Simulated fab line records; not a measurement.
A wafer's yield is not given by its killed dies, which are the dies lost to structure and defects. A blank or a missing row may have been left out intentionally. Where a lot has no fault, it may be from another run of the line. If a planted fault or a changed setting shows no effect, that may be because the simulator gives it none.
2 desks looking at one fault | flow sky130 | each desk has only its own numbers; what lay behind them comes last

== DESK OF THE TOOL OWNER: litho track-03 ==
The tool's own readings at SKY_FIELD_ISO_DEVELOP_12 (develop time 60 s): means of the sampled wafers that have a number, for each lot that ran on this tool. A lot is out of limits, marked OUT, if its mean lies more than 4 standard deviations from the usual mean; the brackets give that distance.
Columns: A = chill plate temp C at SKY_FIELD_ISO_DEVELOP_12, usual 22.96 C; B = developer temp C at SKY_FIELD_ISO_DEVELOP_12, usual 21.01 C
lot  | first seen here | A     | B
L536 | day 2 04:00     | 22.96 | 20.93
L540 | day 3 02:00     | 23.04 | 21.07
L548 | day 4 20:00     | 22.93 | 20.92
L555 | day 6 06:00     | 22.82 | 20.19 (-8.4) OUT
L556 | day 6 12:00     | 23.00 | 20.12 (-9.1) OUT
This desk's verdict: out of limits on L555, L556, starting with L555 at day 6 06:00 (developer temp C at SKY_FIELD_ISO_DEVELOP_12). L536, L540, L548: within limits.

== THE METROLOGY DESK ==
Lot by lot, what the gauges showed, no matter which tool ran the lot: averages of those sampled wafers that carry a number. A lot is out of limits, marked OUT, if its mean lies more than 4 standard deviations from the usual mean; the brackets give that distance.
Columns: A = PWDE_OVL at SKY_PWDE_OVL_MEAS_07, usual -1.1 nm; B = NWELL_00_OVL at SKY_NWELL_OVL_MEAS_10, usual 0.8 nm
lot  | first seen here | A    | B
L536 | day 3 19:01     | -1.1 | 0.2
L538 | day 4 10:05     | 0.2  | 0.4
L539 | day 4 12:08     | -1.0 | 0.2
L540 | day 4 18:53     | -1.0 | 0.7
L542 | day 5 06:50     | 0.0  | -0.9
L543 | day 5 12:00     | -1.6 | 1.4
L544 | day 5 15:57     | -1.1 | 2.5
L547 | day 6 09:26     | 0.7  | 2.5
L548 | day 6 17:17     | -1.2 | 0.3
L549 | day 6 21:23     | -1.1 | 0.3
L554 | day 8 05:47     | -0.9 | 0.8
L555 | day 8 07:09     | -1.8 | -0.5
L556 | day 8 11:31     | -2.4 | 2.6
This desk's finding: nothing out of limits on any of the 13 lots.

== BROUGHT TOGETHER ==
On L555, L556, at day 6 06:00, an alarm was possible from the tool owner's desk.
From the metrology desk's view, nothing was out of limits.
The metrology desk holds a record of L555, L556, inside its limits.
The lots listed all ran SKY_FIELD_ISO_DEVELOP_12 on litho track-03.

== WHAT THE SIMULATOR PUT IN ==
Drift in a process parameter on litho track-03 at SKY_FIELD_ISO_DEVELOP_12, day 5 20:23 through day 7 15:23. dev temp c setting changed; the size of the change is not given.
Lots struck among those shown: L555, L556.
Each desk's first reading out of limits, in hours after the fault started: the tool owner's desk, 10.
